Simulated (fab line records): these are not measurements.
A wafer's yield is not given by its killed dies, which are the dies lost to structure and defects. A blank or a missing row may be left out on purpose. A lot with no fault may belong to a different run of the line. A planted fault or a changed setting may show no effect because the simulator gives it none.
A lot that was struck, set against a sound lot | flow sky130 | 27 out of 708 route steps
Sound: the wafers L717.3, L717.5, L717.6. The struck wafers were L725.3, L725.5, L725.6. The cause is named last.
At each step with rows: each side's tool, then ch and its chambers, then its first start. Under that, the readings that differ: sound wafers | struck wafers | difference of the means | sigmas: that difference in standard deviations of wafers without a fault.
alike: words and numbers the same on both sides, and readings whose means are apart by under 2 such deviations; not compared: readings that were withheld, readings missing a value for some wafer, numbers with overlapping values and no deviation given by the record, and bounds like >300 which may hide the same value.
A row with sigmas, a row that says differs or no value, or rows on one side alone: a step with any of these is where the two part. Numbers that don't overlap but have no deviation are shown without sigmas and don't part them. Lack of a reading on every wafer of one side parts them only where that side has two or more wafers.

first, 5 steps without rows for these wafers: SKY_GATE_OXIDE_COAT_05 (resist thk 1140 nm); SKY_GATE_OXIDE_SOFTBAKE_06 (time 60 s); SKY_GATE_OXIDE_EXPOSE_07 (exposes mask LVOM, target cd 600 nm); SKY_GATE_OXIDE_PEB_08; SKY_GATE_OXIDE_DEVELOP_09 (develop time 60 s).
SKY_GATE_OXIDE_OVL_MEAS_10:
  sound on overlay-01 at day 14 16:05; struck on overlay-02 at day 17 18:17
  alike: GATE_OXIDE_OVL
then, 2 steps without rows for these wafers: SKY_GATE_OXIDE_IMPLANT_11; SKY_GATE_OXIDE_WET_ETCH_12 (etches SiO2 in dHF, target depth 16.8 nm, time 336 s).
SKY_GATE_OXIDE_STRIP_13: strips in O2/N2.
  sound on plasma-asher-04 ch 0,1, day 14 16:23; struck on plasma-asher-03 ch 0,1, day 17 18:35
  reading               | sound             | struck            | difference | sigmas
  oes-product-au (a.u.) | 0.716 0.703 0.715 | 0.717 0.723 0.723 | +0.010     | +2
  alike: drypump-motor-current-A, strip-time-to-endpoint-s
  not compared: rf-hours-counter-h
SKY_GATE_OXIDE_TW_MEAS_14:
  sound on film-metro-02 at day 14 16:29; struck on film-metro-03 at day 17 18:41
  alike: GATE_OXIDE_TW
then, 2 steps without rows for these wafers: SKY_GATE_OXIDE_CLEAN_15 (cleans in SC1/SC2, time 150 s); SKY_GATE_OXIDE_OXIDATION_16 (stabilise 600 s, purge 300 s, target thk 3.57 nm).
SKY_POLY_GATE_CVD_00: deposits poly-Si, target thk 180 nm, time 720 s.
  sound on lpcvd-01 ch 1, day 14 18:31; struck on lpcvd-01 ch 1, day 17 21:48
  reading                                       | sound             | struck            | difference | sigmas
  model.poly-Si_of_POLY_GATE_CVD_00.thk-nm (nm) | 181.6 180.9 182.1 | 188.7 189.9 190.2 | +8.1       |
  alike: spike-tc-top-C
SKY_POLY_GATE_THK_MEAS_01:
  sound on film-metro-04 at day 14 19:44; struck on film-metro-02 at day 17 23:01
  reading                   | sound             | struck            | difference | sigmas
  POLY_GATE_CVD_00_THK (nm) | 181.7 180.7 182.1 | 188.7 189.8 190.2 | +8.1       | +5
then, 8 steps without rows for these wafers: SKY_RES_PROTECT_DEHYDRATE_00 (time 60 s); SKY_RES_PROTECT_HMDS_01 (prime time 60 s); SKY_RES_PROTECT_COAT_02 (resist thk 1140 nm); SKY_RES_PROTECT_SOFTBAKE_03 (time 60 s); SKY_RES_PROTECT_EXPOSE_04 (exposes mask RPM, target cd 1270 nm); SKY_RES_PROTECT_PEB_05; SKY_RES_PROTECT_DEVELOP_06 (develop time 60 s); SKY_POLY_GATE_IMPLANT_02.
SKY_RES_PROTECT_STRIP_07: strips in O2/N2.
  sound on plasma-asher-02 ch 0,1, day 15 21:54; struck on plasma-asher-03 ch 0,1, day 19 05:12
  reading                     | sound       | struck      | difference | sigmas
  drypump-motor-current-A (A) | 6.4 6.0 6.4 | 5.4 5.3 5.4 | -0.9       | -2
  alike: oes-product-au, strip-time-to-endpoint-s
  not compared: rf-hours-counter-h
SKY_RES_PROTECT_TW_MEAS_08:
  sound on film-metro-02 at day 15 21:59; struck on film-metro-03 at day 19 05:17
  alike: POLY_GATE_TW
SKY_RES_PROTECT_CLEAN_09: cleans in SC1/SC2, time 150 s.
  sound on wet-bench-01 ch 0, day 15 22:02; struck on wet-bench-01 ch 0, day 19 05:20
  reading                                       | sound           | struck          | difference | sigmas
  model.poly-Si_of_POLY_GATE_CVD_00.thk-nm (nm) | 181 180.2 181.5 | 188 189.3 189.5 | +8         |
  alike: bath-heat-duty-pct, temp-c
then, 1 step without rows for these wafers: SKY_POLY_GATE_CVD_03 (deposits Si3N4 from DCS/NH3, target thk 75 nm, time 1290 s).
-- a jump in the record: the struck wafers' starts before and after are 29 days apart (it breaks off in module POLY_GATE and resumes in module PAD_OPEN, where the first step shown is number 708 of the route) --
SKY_PAD_OPEN_PROBE_99:
  sound on prober-02 at day 46 03:41; struck on prober-02 at day 48 13:20
  reading                        | sound            | struck           | difference | sigmas
  model.etest.res-poly.rs-ohm-sq | 47.58 47.28 47.2 | 46.55 46.8 46.52 | -0.73      |
  alike: killed_at_M0_to_M3, killed_at_M4_up, killed-at-contacts, killed-at-front-end, killed-at-other, killed-dies, killed-open, killed-short

## WHERE THEY PART
Earliest at SKY_GATE_OXIDE_STRIP_13; latest, in this record, at SKY_RES_PROTECT_STRIP_07. Later steps at which nothing parts them and some readings are alike: SKY_RES_PROTECT_TW_MEAS_08, SKY_RES_PROTECT_CLEAN_09, SKY_PAD_OPEN_PROBE_99.

WHY: what the simulator had put in
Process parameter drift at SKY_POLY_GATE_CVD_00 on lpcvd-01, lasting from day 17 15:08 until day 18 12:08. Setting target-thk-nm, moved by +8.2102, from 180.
